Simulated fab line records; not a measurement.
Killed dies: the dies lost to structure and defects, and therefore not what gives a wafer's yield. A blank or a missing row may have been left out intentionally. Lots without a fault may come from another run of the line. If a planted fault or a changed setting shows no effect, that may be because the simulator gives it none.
Which tool was responsible? || flow sky130 || 33 wafers from 11 lots sampled at 5 of the route's 708 steps

## WHAT THE GAUGES SHOWED, per wafer
SKY_FIELD_ISO_THK_MEAS_04.
{"lot": "L169", "measured": "day 1 16:59", "on": "film metro-01", "FIELD_ISO_CVD_03_THK (nm)": "165.6 165.3 165.2"}
{"lot": "L170", "measured": "day 1 20:55", "on": "film metro-04", "FIELD_ISO_CVD_03_THK (nm)": "165.4 162.9 163.5"}
{"lot": "L171", "measured": "day 2 00:35", "on": "film metro-03", "FIELD_ISO_CVD_03_THK (nm)": "166.8 167.5 167.0"}
{"lot": "L172", "measured": "day 2 06:20", "on": "film metro-03", "FIELD_ISO_CVD_03_THK (nm)": "164.9 165.6 165.2"}
{"lot": "L174", "measured": "day 2 14:29", "on": "film metro-04", "FIELD_ISO_CVD_03_THK (nm)": "163.8 166.3 164.8"}
{"lot": "L175", "measured": "day 2 19:29", "on": "film metro-03", "FIELD_ISO_CVD_03_THK (nm)": "164.6 164.8 165.5"}
{"lot": "L176", "measured": "day 3 02:19", "on": "film metro-03", "FIELD_ISO_CVD_03_THK (nm)": "163.4 162.9 163.9"}
{"lot": "L188", "measured": "day 5 15:59", "on": "film metro-04", "FIELD_ISO_CVD_03_THK (nm)": "165.0 164.1 164.1"}
{"lot": "L189", "measured": "day 5 23:04", "on": "film metro-01", "FIELD_ISO_CVD_03_THK (nm)": "166.6 167.0 166.8"}
{"lot": "L190", "measured": "day 6 03:34", "on": "film metro-03", "FIELD_ISO_CVD_03_THK (nm)": "165.2 164.9 164.5"}
{"lot": "L191", "measured": "day 6 07:44", "on": "film metro-03", "FIELD_ISO_CVD_03_THK (nm)": "162.1 161.9 161.9"}

SKY_FIELD_ISO_THK_MEAS_23.
{"lot": "L169", "measured": "day 2 08:49", "on": "film metro-04", "FIELD_ISO_OXIDATION_01_THK (nm)": "9.91 9.93 9.84"}
{"lot": "L170", "measured": "day 2 13:48", "on": "film metro-03", "FIELD_ISO_OXIDATION_01_THK (nm)": "10.29 10.23 10.28"}
{"lot": "L171", "measured": "day 2 17:53", "on": "film metro-01", "FIELD_ISO_OXIDATION_01_THK (nm)": "10.10 10.05 10.18"}
{"lot": "L172", "measured": "day 3 01:02", "on": "film metro-03", "FIELD_ISO_OXIDATION_01_THK (nm)": "10.12 10.05 9.92"}
{"lot": "L174", "measured": "day 3 07:55", "on": "film metro-03", "FIELD_ISO_OXIDATION_01_THK (nm)": "9.96 9.91 9.96"}
{"lot": "L175", "measured": "day 3 13:52", "on": "film metro-01", "FIELD_ISO_OXIDATION_01_THK (nm)": "9.88 9.95 9.87"}
{"lot": "L176", "measured": "day 3 22:04", "on": "film metro-04", "FIELD_ISO_OXIDATION_01_THK (nm)": "10.17 10.00 10.26"}
{"lot": "L188", "measured": "day 6 12:07", "on": "film metro-04", "FIELD_ISO_OXIDATION_01_THK (nm)": "9.96 10.13 9.98"}
{"lot": "L189", "measured": "day 6 19:48", "on": "film metro-04", "FIELD_ISO_OXIDATION_01_THK (nm)": "10.25 10.37 10.43"}
{"lot": "L190", "measured": "day 7 00:08", "on": "film metro-03", "FIELD_ISO_OXIDATION_01_THK (nm)": "9.77 9.87 9.75"}
{"lot": "L191", "measured": "day 7 05:56", "on": "film metro-04", "FIELD_ISO_OXIDATION_01_THK (nm)": "9.96 9.93 9.85"}

SKY_PWDE_TW_MEAS_10.
{"lot": "L169", "measured": "day 3 21:04", "on": "film metro-02", "PWDE_TW": "366 366 364"}
{"lot": "L170", "measured": "day 4 03:04", "on": "film metro-01", "PWDE_TW": "373 374 371"}
{"lot": "L171", "measured": "day 4 09:51", "on": "film metro-02", "PWDE_TW": "369 367 367"}
{"lot": "L172", "measured": "day 4 16:04", "on": "film metro-01", "PWDE_TW": "372 373 372"}
{"lot": "L174", "measured": "day 4 23:46", "on": "film metro-02", "PWDE_TW": "368 366 367"}
{"lot": "L175", "measured": "day 5 08:13", "on": "film metro-03", "PWDE_TW": "373 375 372"}
{"lot": "L176", "measured": "day 5 13:55", "on": "film metro-01", "PWDE_TW": "374 375 377"}
{"lot": "L188", "measured": "day 8 08:14", "on": "film metro-03", "PWDE_TW": "401 401 401"}
{"lot": "L189", "measured": "day 8 15:34", "on": "film metro-01", "PWDE_TW": "398 397 400"}
{"lot": "L190", "measured": "day 8 22:14", "on": "film metro-03", "PWDE_TW": "372 374 376"}
{"lot": "L191", "measured": "day 9 05:58", "on": "film metro-01", "PWDE_TW": "370 373 371"}

SKY_NWELL_RS_MEAS_31: measurement is done with a four-point probe.
{"lot": "L169", "measured": "day 5 09:42", "on": "film metro-01", "PWDE_RS (ohm/sq)": "5271 5253 5275"}
{"lot": "L170", "measured": "day 5 14:49", "on": "film metro-01", "PWDE_RS (ohm/sq)": "5260 5262 5271"}
{"lot": "L171", "measured": "day 5 22:52", "on": "film metro-03", "PWDE_RS (ohm/sq)": "5290 5291 5285"}
{"lot": "L172", "measured": "day 6 04:52", "on": "film metro-02", "PWDE_RS (ohm/sq)": "5282 5286 5282"}
{"lot": "L174", "measured": "day 6 11:43", "on": "film metro-03", "PWDE_RS (ohm/sq)": "5274 5278 5295"}
{"lot": "L175", "measured": "day 6 22:16", "on": "film metro-02", "PWDE_RS (ohm/sq)": "5264 5266 5272"}
{"lot": "L176", "measured": "day 7 05:01", "on": "film metro-01", "PWDE_RS (ohm/sq)": "5274 5273 5277"}
{"lot": "L188", "measured": "day 10 03:43", "on": "film metro-01", "PWDE_RS (ohm/sq)": "4435 4430 4433"}
{"lot": "L189", "measured": "day 10 12:22", "on": "film metro-03", "PWDE_RS (ohm/sq)": "4447 4451 4459"}
{"lot": "L190", "measured": "day 10 19:47", "on": "film metro-03", "PWDE_RS (ohm/sq)": "5245 5269 5274"}
{"lot": "L191", "measured": "day 11 03:00", "on": "film metro-01", "PWDE_RS (ohm/sq)": "5281 5265 5244"}

## WHAT TOOL EACH LOT RAN ON (gives the tool, then ch and the chambers of the sampled wafers, and finally the start)
{"lot": "L169", "SKY_PWDE_IMPLANT_08": "implanter-04 ch 0, day 3 20:49"}
{"lot": "L170", "SKY_PWDE_IMPLANT_08": "implanter-04 ch 0, day 4 02:49"}
{"lot": "L171", "SKY_PWDE_IMPLANT_08": "implanter-04 ch 0, day 4 09:38"}
{"lot": "L172", "SKY_PWDE_IMPLANT_08": "implanter-04 ch 0, day 4 15:49"}
{"lot": "L174", "SKY_PWDE_IMPLANT_08": "implanter-01 ch 0, day 4 23:32"}
{"lot": "L175", "SKY_PWDE_IMPLANT_08": "implanter-01 ch 0, day 5 07:58"}
{"lot": "L176", "SKY_PWDE_IMPLANT_08": "implanter-04 ch 0, day 5 13:42"}
{"lot": "L188", "SKY_PWDE_IMPLANT_08": "implanter-04 ch 0, day 8 07:59"}
{"lot": "L189", "SKY_PWDE_IMPLANT_08": "implanter-04 ch 0, day 8 15:19"}
{"lot": "L190", "SKY_PWDE_IMPLANT_08": "implanter-03 ch 0, day 8 22:00"}
{"lot": "L191", "SKY_PWDE_IMPLANT_08": "implanter-03 ch 0, day 9 05:43"}
- SKY_PWDE_IMPLANT_08

## WHAT THE TOOLS THEMSELVES READ (means of the sampled wafers that have a number; where no wafer has one, the mark that the record gives instead)
SKY_PWDE_IMPLANT_08.
{"lot": "L169", "tool": "implanter-04", "beam on s (s)": 10.08, "end station pressure torr (Torr)": 5e-06, "faraday current uA": 20.2}
{"lot": "L170", "tool": "implanter-04", "beam on s (s)": 9.95, "end station pressure torr (Torr)": 5e-06, "faraday current uA": 20.4}
{"lot": "L171", "tool": "implanter-04", "beam on s (s)": 9.91, "end station pressure torr (Torr)": 5e-06, "faraday current uA": 20.5}
{"lot": "L172", "tool": "implanter-04", "beam on s (s)": 10.15, "end station pressure torr (Torr)": 5e-06, "faraday current uA": 20.0}
{"lot": "L174", "tool": "implanter-01", "beam on s (s)": 9.92, "end station pressure torr (Torr)": 5e-06, "faraday current uA": 20.5}
{"lot": "L175", "tool": "implanter-01", "beam on s (s)": 9.85, "end station pressure torr (Torr)": 5e-06, "faraday current uA": 20.6}
{"lot": "L176", "tool": "implanter-04", "beam on s (s)": 10.10, "end station pressure torr (Torr)": 5e-06, "faraday current uA": 20.2}
{"lot": "L188", "tool": "implanter-04", "beam on s (s)": 12.55, "end station pressure torr (Torr)": 1e-04, "faraday current uA": 16.3}
{"lot": "L189", "tool": "implanter-04", "beam on s (s)": 12.47, "end station pressure torr (Torr)": 1e-04, "faraday current uA": 16.5}
{"lot": "L190", "tool": "implanter-03", "beam on s (s)": 10.04, "end station pressure torr (Torr)": 5e-06, "faraday current uA": 20.3}
{"lot": "L191", "tool": "implanter-03", "beam on s (s)": 9.94, "end station pressure torr (Torr)": 5e-06, "faraday current uA": 20.5}

## THE ANSWER, worked out from the rows above alone
Rule: the lots themselves supply what counts as usual. Put in order of their means at a reading, lots are off if they are a third of the lots or fewer, leave a main group of 4 or more, and stand apart from it by a gap of 3 or more times the standard deviation of the main group's means; of several such gaps the widest counts. Not used: any main group whose means are identical at the precision the tables above print for the reading. A lot without any number at a reading at which 4 lots or more have one is off too. All remaining lots with rows at the step are treated as sound. First the gauges in route order, then the tools' own readings, where a lot's mean is used as printed above. At the first step where some lot is off, the reading lying furthest off is the one used; lots without a number count as furthest.
Off: L188, L189, seen at SKY_PWDE_TW_MEAS_10 (PWDE_TW). Mean 371 and standard deviation 3.3 in the main group.
A tool fits if, at a process step before that reading, it ran every lot that is off, and no sound lot after the first of them. The gauges at SKY_PWDE_TW_MEAS_10 aren't tried: what is off there is off at SKY_PWDE_IMPLANT_08 too, on other tools, and a gauge's error can't cause that. One fits: SKY_PWDE_IMPLANT_08 on implanter-04. A fault onset in the window from L176 (day 5 13:42, its last sound lot) to L188 (day 8 07:59, its first lot off) fits.
The tool's own readings at SKY_PWDE_IMPLANT_08 bear it out: on the lots that are off they differ by more than 5 times the standard deviation of the sound lots' means. beam on s reads 12.51 s there against 9.99 s on the sound lots; end station pressure torr reads 1e-04 Torr there against 5e-06 Torr on the sound lots; faraday current uA reads 16.4 there against 20.4 on the sound lots.

## WHAT WAS PUT IN BY THE SIMULATOR
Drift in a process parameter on implanter-04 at SKY_PWDE_IMPLANT_08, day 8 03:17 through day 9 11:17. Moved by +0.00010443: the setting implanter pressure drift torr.
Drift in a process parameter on implanter-04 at SKY_PWDE_IMPLANT_08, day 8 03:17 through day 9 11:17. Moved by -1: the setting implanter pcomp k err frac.
Struck lots among those shown: L188, L189. The same result came from the rule above.
